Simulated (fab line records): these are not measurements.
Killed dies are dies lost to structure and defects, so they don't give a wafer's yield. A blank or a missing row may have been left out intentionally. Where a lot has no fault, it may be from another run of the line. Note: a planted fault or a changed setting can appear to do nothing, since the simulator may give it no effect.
2 desks looking at one fault | flow sky130 | each desk holds nothing but its own numbers, with what lay behind them at the end

METROLOGY DESK
Means of the sampled wafers that have a number, per lot and without regard to the tool the lot ran on: this is what the gauges read. Marked OUT: a lot whose mean sits more than 4 standard deviations from the usual mean, which makes it out of limits; the brackets give that distance.
Columns: A = LI_CONTACT_W_RS at SKY_LI_CONTACT_RS_MEAS_22, usual 0.282 ohm/sq; B = LI_CONTACT_W_THK at SKY_LI_CONTACT_THK_MEAS_23, usual 393 nm; C = LOCAL_INTERCONNECT_TIN_THK at SKY_LOCAL_INTERCONNECT_THK_MEAS_02, usual 100.8 nm; D = CONTACT_HDPCVD_THK at SKY_CONTACT_THK_MEAS_03, usual 564 nm
lot  | first seen here | A               | B             | C     | D
L523 | day 30 06:40    | 0.285           | 389           | 99.0  | 561
L526 | day 30 22:22    | 0.285           | 391           | 101.2 | 557
L528 | day 32 00:43    | 0.288           | 384           | 101.0 | 566
L529 | day 32 02:59    | 0.277           | 403           | 101.2 | 562
L530 | day 32 04:13    | 0.284           | 387           | 99.2  | 565
L535 | day 33 19:59    | 0.524 (+55) OUT | 214 (-24) OUT | 99.8  | 559
L536 | day 34 03:46    | 0.277           | 408           | 101.8 | 566
L538 | day 34 19:22    | 0.526 (+56) OUT | 215 (-24) OUT | 101.2 | 552
L541 | day 35 12:51    | 0.280           | 394           | 101.6 | 554
L542 | day 35 22:52    | 0.283           | 395           | 101.6 | 569
L544 | day 36 13:34    | 0.280           | 391           | 100.5 | 567
This desk's finding: out of limits on L535, L538; first on L535, day 33 19:59 (LI_CONTACT_W_RS at SKY_LI_CONTACT_RS_MEAS_22). L523, L526, L528, L529, L530, L536, L541, L542, L544: within limits.

THE TOOL OWNER'S DESK: cvd w-02
The tool's own readings at SKY_LI_CONTACT_CVD_21 (deposits W, target thk 400 nm, time 120.56 s): means of the sampled wafers that have a number, for each lot that ran on this tool. Marked OUT: a lot whose mean sits more than 4 standard deviations from the usual mean, which makes it out of limits; the brackets give that distance.
Columns: A = heater power w at SKY_LI_CONTACT_CVD_21, usual 836 W
lot  | first seen here | A
L523 | day 30 06:33    | 865
L526 | day 30 22:13    | 930
L528 | day 32 00:34    | 954
L530 | day 32 04:04    | 942
L535 | day 33 19:52    | 868
L538 | day 34 19:15    | 867
This desk's verdict: no lot among the 6 shows anything out of limits.

ALL TOGETHER
Metrology desk: alarm possible at day 33 19:59 on L535, L538.
Nothing out of limits was seen by the tool owner's desk.
Tool owner's desk: L535, L538 on record, inside its limits.
All the named lots went through SKY_LI_CONTACT_CVD_21 on cvd w-02.

WHAT THE SIMULATOR HAD INSERTED
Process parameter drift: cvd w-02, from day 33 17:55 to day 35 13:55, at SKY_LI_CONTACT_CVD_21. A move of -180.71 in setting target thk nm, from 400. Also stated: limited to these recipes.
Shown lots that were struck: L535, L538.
Delay in hours, fault start to first out-of-limits reading, per desk: metrology desk 2.
